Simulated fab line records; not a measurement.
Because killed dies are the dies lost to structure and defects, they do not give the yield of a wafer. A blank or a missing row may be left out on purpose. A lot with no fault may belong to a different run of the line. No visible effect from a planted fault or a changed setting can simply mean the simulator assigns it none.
2 desks looking at one fault ; flow gf180mcu ; numbers are kept per desk, each desk with only its own; the story behind them comes last

## DESK OF THE TOOL OWNER: pvdSputter-02
At GF_V5_SPUTTER_22 (material TiN, target thk 10 nm, time 40 s) the tool's own readings: per lot run on this tool, the mean of the sampled wafers that have a number. If a lot's mean is further than 4 standard deviations from the usual mean, the lot is out of limits and carries the mark OUT (the distance appears in the brackets).
Columns: A = chamberPressurePa at GF_V5_SPUTTER_22, usual 4.999 Pa; B = throttleValvePct at GF_V5_SPUTTER_22, usual 30.0 %
lot;first seen here;A;B
L568;day 27 12:26;5.009;29.6
L569;day 27 17:01;5.175 (+18) OUT;29.8
L570;day 28 10:16;5.168 (+18) OUT;29.1
L579;day 30 22:50;4.993;29.9
L584;day 32 02:24;4.996;29.8
L587;day 32 16:47;5.000;29.7
This desk's verdict: out of limits on L569, L570, starting with L569 at day 27 17:01 (chamberPressurePa at GF_V5_SPUTTER_22). Within limits: L568, L579, L584, L587.

## FROM THE METROLOGY DESK
Lot by lot, what the gauges showed, no matter which tool ran the lot: averages of those sampled wafers that carry a number. If a lot's mean is further than 4 standard deviations from the usual mean, the lot is out of limits and carries the mark OUT (the distance appears in the brackets).
Columns: A = V4_BOW at GF_V4_BOW_MEAS_05, usual 134 um
lot;first seen here;A
L568;day 23 18:40;140
L569;day 23 23:02;136
L570;day 24 12:13;122
L577;day 26 22:48;129
L579;day 27 15:16;145
L581;day 28 04:11;115
L582;day 28 09:36;125
L584;day 28 20:21;144
L585;day 29 01:47;126
L586;day 29 08:44;134
L587;day 29 12:57;131
L589;day 30 04:43;143
This desk's finding: nothing out of limits on any of the 12 lots.

## PUT TOGETHER
The tool owner's desk had the chance to raise an alarm at day 27 17:01 on L569, L570.
From the metrology desk's view, nothing was out of limits.
The metrology desk holds a record of L569, L570, inside its limits.
The lots listed all ran GF_V5_SPUTTER_22 on pvdSputter-02.

## WHAT THE SIMULATOR PUT IN
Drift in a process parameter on pvdSputter-02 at GF_V5_SPUTTER_22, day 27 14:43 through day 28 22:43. From 5, the setting chamberPressurePa moved by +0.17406. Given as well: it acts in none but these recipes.
Lots struck among those shown: L569, L570.
Time in hours from fault onset to the first out-of-limits reading at each desk: the tool owner's desk, 2.
